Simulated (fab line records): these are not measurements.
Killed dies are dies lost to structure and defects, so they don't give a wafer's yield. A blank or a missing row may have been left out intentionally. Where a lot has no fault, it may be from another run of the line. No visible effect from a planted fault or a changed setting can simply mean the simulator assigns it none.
Tool commonality check | flow sky130 | 12 lots, 36 wafers sampled

REASON FOR OPENING
Of 12 lots, 1 have the reading POLY_GATE_TW flagged at SKY_RES_PROTECT_TW_MEAS_08. Wafers without a fault read 4043, standard deviation 30.
Rule: a lot is flagged when every wafer of it that has a number lies more than 4 standard deviations from that mean, or none has a number. The rest of the lots are taken to be sound.

lot  | measured     | on            | POLY_GATE_TW, wafer by wafer | flag
L246 | day 15 08:53 | film-metro-01 | 4095 4060 4057               |
L247 | day 15 20:27 | film-metro-02 | 4049 4022 4041               |
L249 | day 16 09:23 | film-metro-02 | 4027 4061 4049               |
L250 | day 17 00:44 | film-metro-02 | 4094 4075 4060               |
L251 | day 17 07:20 | film-metro-04 | 4020 3995 3989               |
L257 | day 19 05:13 | film-metro-01 | 4077 4081 4073               |
L258 | day 19 14:32 | film-metro-04 | 4039 4015 4046               |
L259 | day 20 00:44 | film-metro-01 | 4066 4072 4080               |
L260 | day 20 09:26 | film-metro-01 | 4057 4070 4055               |
L261 | day 20 15:41 | film-metro-04 | 30 30 30                     | FLAGGED
L262 | day 21 13:04 | film-metro-04 | 3999 4009 4002               |
L265 | day 22 05:04 | film-metro-04 | 4018 4017 4025               |
On average the flagged lots read 30, which is -4013 against the usual, or -99 or more standard deviations.

WHICH TOOL EACH LOT WENT THROUGH
The record keeps 1 process step preceding the reading, out of 708 steps on the route. Each cell gives the tool, then ch followed by the chambers the sampled wafers passed through, then the start.
lot  | flag    | SKY_RES_PROTECT_EXPOSE_04
L246 |         | iline-stepper-01 ch 0, day 14 20:05
L247 |         | iline-stepper-02 ch 0, day 15 06:16
L249 |         | iline-stepper-01 ch 0, day 15 19:53
L250 |         | iline-stepper-01 ch 0, day 16 10:09
L251 |         | iline-stepper-02 ch 0, day 16 16:42
L257 |         | iline-stepper-01 ch 0, day 18 15:04
L258 |         | iline-stepper-02 ch 0, day 18 23:03
L259 |         | iline-stepper-02 ch 0, day 19 08:56
L260 |         | iline-stepper-02 ch 0, day 19 18:21
L261 | FLAGGED | iline-stepper-01 ch 0, day 20 00:37
L262 |         | iline-stepper-02 ch 0, day 20 21:04
L265 |         | iline-stepper-01 ch 0, day 21 14:40
These steps, and what they do:
- SKY_RES_PROTECT_EXPOSE_04: exposes mask RPM, target cd 1270 nm.
- SKY_RES_PROTECT_TW_MEAS_08

FLAGGED OVER TOTAL, TOOL BY TOOL (the gauges that took the reading come last)
step                       | tool             | lots run | flagged | share of the flagged lots | sound lots run after its first flagged lot
SKY_RES_PROTECT_EXPOSE_04  | iline-stepper-01 | 6        | 1       | all                       | 1 (L265)
SKY_RES_PROTECT_EXPOSE_04  | iline-stepper-02 | 6        | 0       | none                      | -
SKY_RES_PROTECT_TW_MEAS_08 | film-metro-01    | 4        | 0       | none                      | -
SKY_RES_PROTECT_TW_MEAS_08 | film-metro-02    | 3        | 0       | none                      | -
SKY_RES_PROTECT_TW_MEAS_08 | film-metro-04    | 5        | 1       | all                       | 2 (L262,L265)

WHAT IS ALLOWED BY THE TABLE
Every flagged lot went through 2 rows of the table: iline-stepper-01 at SKY_RES_PROTECT_EXPOSE_04 and film-metro-04 at SKY_RES_PROTECT_TW_MEAS_08.
- iline-stepper-01 at SKY_RES_PROTECT_EXPOSE_04 ran 6 lots, 1 of them flagged. Lots that were sound ran on it after the first flagged one (L265); a persistent fault on the entire tool would not allow that.
- film-metro-04 at SKY_RES_PROTECT_TW_MEAS_08 ran 5 lots, 1 of them flagged. Lots that were sound ran on it after the first flagged one (L262, L265); a persistent fault on the entire tool would not allow that.
None of the table's rows ran every flagged lot and, after the first, no sound lot.

WHAT THE SIMULATOR PUT IN
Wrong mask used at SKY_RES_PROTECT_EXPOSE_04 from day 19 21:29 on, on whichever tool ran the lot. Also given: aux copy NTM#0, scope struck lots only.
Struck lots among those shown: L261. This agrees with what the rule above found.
